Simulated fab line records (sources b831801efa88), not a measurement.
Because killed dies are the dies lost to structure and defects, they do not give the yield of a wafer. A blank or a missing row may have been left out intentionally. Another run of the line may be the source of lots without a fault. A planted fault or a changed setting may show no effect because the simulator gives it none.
A lot that was struck, set against a sound lot || flow gf180mcu || 20 out of 602 route steps
Sound: the wafers L454.1, L454.3, L454.4. Wafers struck: L443.1, L443.2, L443.5. Last of all comes the cause.
Each step with rows lists, per side, the tool, then ch with its chambers, then its first start. Under that, the readings that differ: sound wafers || struck wafers || difference of the means || sigmas: that difference in standard deviations of wafers without a fault.
alike: a reading whose means differ by less than 2 such deviations, as well as words and numbers matching on both sides. not compared: withheld readings; readings where some wafer has no value; bounds like >300 that might hide an equal value; numbers whose values overlap and for which the record gives no deviation.
The two part at a step that has a row with sigmas, a row that says differs or no value, or rows on one side only. When numbers do not overlap yet have no deviation, they are printed without sigmas and do not part them. Lack of a reading on every wafer of one side parts them only where that side has two or more wafers.

first, 1 step without rows for these wafers: GF_V2_CVD_00 (deposits SiO2, target thk 600 nm, time 100 s).
GF_V2_THK_MEAS_01:
  sound: film metro-04 at day 26 06:43; struck: film metro-04 at day 22 05:25
  alike: V2_CVD_00_THK
GF_V2_CVD_02: deposits SiO2 from TEOS, target thk 850 nm, time 94.851 s.
  sound on pecvd-03 ch 0,1, day 26 06:46; struck on pecvd-02 ch 0,2, day 22 05:29
  alike: heater power w
GF_V2_THK_MEAS_03:
  sound: film metro-04 at day 26 06:52; struck: film metro-01 at day 22 05:33
  alike: V2_CVD_02_THK
GF_V2_CMP_04: polishes SiO2.
  sound on cmp-01 ch 0,2,3, day 26 06:56; struck on cmp-01 ch 0,2,3, day 22 05:43
  alike: motor current A, time to endpoint s
GF_V2_BOW_MEAS_05:
  sound: film metro-01 at day 26 07:14; struck: film metro-02 at day 22 05:55
  alike: V2_BOW
then, 6 steps without rows for these wafers: GF_V2_DEHYDRATE_06 (time 60 s); GF_V2_HMDS_07 (prime time 60 s); GF_V2_COAT_08; GF_V2_COAT_09 (resist thk 1000 nm); GF_V2_SOFTBAKE_10 (time 58.63 s); GF_V2_EXPOSE_11 (exposes mask Via2, target cd 260 nm).
GF_V2_PEB_12: peb time 90 s.
  sound on litho track-01 ch 0, day 27 03:19; struck on litho track-03 ch 0, day 23 03:58
{"reading": "heater power total W (W)", "sound": "85.80 85.78 85.71", "struck": "87.27 87.45 87.39", "difference": "+1.61", "sigmas": "+19"}
{"reading": "plate temp C (C)", "sound": "135.33 135.15 134.99", "struck": "137.25 137.05 137.13", "difference": "+1.99", "sigmas": "+14"}
then, 1 step without rows for these wafers: GF_V2_DEVELOP_13 (develop time 60 s).
GF_V2_CD_MEAS_14 targets a cd of 260 nm.
  sound: cd sem-01 at day 27 03:40; struck: cd sem-01 at day 23 04:19
{"reading": "cd nm (nm)", "sound": "258.7 258.8 258.0", "struck": "264.8 263.5 264.4", "difference": "+5.7", "sigmas": "+5"}
GF_V2_OVL_MEAS_15:
  sound: overlay-01 at day 27 03:47; struck: overlay-02 at day 23 04:26
  alike: V2_OVL
GF_V2_ETCH_16: etches BARC in N2/H2.
  sound on rie diel-04 ch 1,2,3, day 27 03:49; struck on rie diel-01 ch 0,1,2, day 23 04:28
{"reading": "model.V2.cd nm (nm)", "sound": "258 259.2 258.7", "struck": "263.8 263.5 264.7", "difference": "+5.4", "sigmas": ""}
  alike: chamber pressure mTorr, drypump motor current A, oes product au, throttle valve pct
GF_V2_ETCH_17: etches SiO2 in C4F8/O2/Ar, stops on TiN, target depth 630 nm.
  sound: rie diel-04 ch 1,2,3; struck: rie diel-01 ch 0,1,2
{"reading": "model.V2.cd nm (nm)", "sound": "257.4 259.5 258.4", "struck": "264 263.7 264.9", "difference": "+6", "sigmas": ""}
  alike: chamber pressure mTorr, oes product au
GF_V2_STRIP_18: strips in O2/N2.
  sound on plasma asher-01 ch 0,1, day 27 03:56; struck on plasma asher-02 ch 0,1, day 23 04:36
  alike: chamber pressure mTorr, drypump motor current A, heater power w, oes product au
  not compared: rf hours counter h
-- the record jumps here: 8 days lie between the struck wafers' starts before and after (it left off in module V2 and takes up again in module PASSIVATION, whose first step shown is number 602 of the route) --
GF_PASSIVATION_PROBE_99:
  rows exist in the record for the struck wafers here (prober-02, day 31 10:01), but not for the sound ones

WHERE THEY PART
Earliest at GF_V2_PEB_12; latest, in this record, at GF_PASSIVATION_PROBE_99.

WHY: what had been put in by the simulator
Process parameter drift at GF_V2_PEB_12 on litho track-03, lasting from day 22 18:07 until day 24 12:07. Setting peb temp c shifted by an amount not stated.
